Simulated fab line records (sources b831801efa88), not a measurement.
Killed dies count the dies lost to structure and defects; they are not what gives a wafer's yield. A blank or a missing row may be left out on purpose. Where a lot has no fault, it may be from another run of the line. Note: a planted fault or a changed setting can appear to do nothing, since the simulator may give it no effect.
Matching of chambers | flow sky130 | SKY_CAPM_CVD_00 on pecvd-03 has 3 sister chambers
The step deposits SiO2, target thk 15.5 nm. 3 wafers are shown with their chamber, then 12 later ones without.

EACH WAFER AND ITS CHAMBER
wafer  | chamber | heater-power-w (W)
L091.3 | 2       | 810
L091.4 | 0       | 808
L091.6 | 1       | 594

WAFERS WITH NO CHAMBER GIVEN
wafer  | heater-power-w (W)
L094.1 | 693
L094.2 | 736
L094.3 | 586
L094.4 | 719
L094.5 | 719
L094.6 | 595
L096.2 | 596
L096.3 | 807
L096.6 | 817
L097.4 | 806
L097.5 | 781
L097.6 | 635

THE CHAMBER EACH PASSED THROUGH
wafer  | from the rows above          | in truth
L094.1 | can't be placed: 1 or 0 or 2 | 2
L094.2 | can't be placed: 0 or 2 or 1 | 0
L094.3 | 1                            | 1
L094.4 | can't be placed: 0 or 2 or 1 | 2
L094.5 | can't be placed: 0 or 2 or 1 | 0
L094.6 | 1                            | 1
L096.2 | 1                            | 1
L096.3 | can't be placed: 0 or 2      | 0
L096.6 | can't be placed: 2 or 0      | 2
L097.4 | can't be placed: 0 or 2      | 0
L097.5 | can't be placed: 0 or 2      | 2
L097.6 | 1                            | 1
Correctly placed: 4 of 12. These rows do not allow placing 8 (true chamber among the candidates in 8). Number placed wrongly: 0.
How it was worked out, from the rows above alone: a wafer's distance from a chamber is the root of the sum, over the readings, of the square of ((its reading less the chamber's mean) divided by the reading's scatter). The wafer belongs to the nearest chamber; if the next one is less than 2 further off, it can't be placed. A chamber's mean is the mean of its shown wafers. The scatter: with one shown wafer a chamber, the root of the mean of the squares of how far each hidden wafer lies from its nearest shown one.
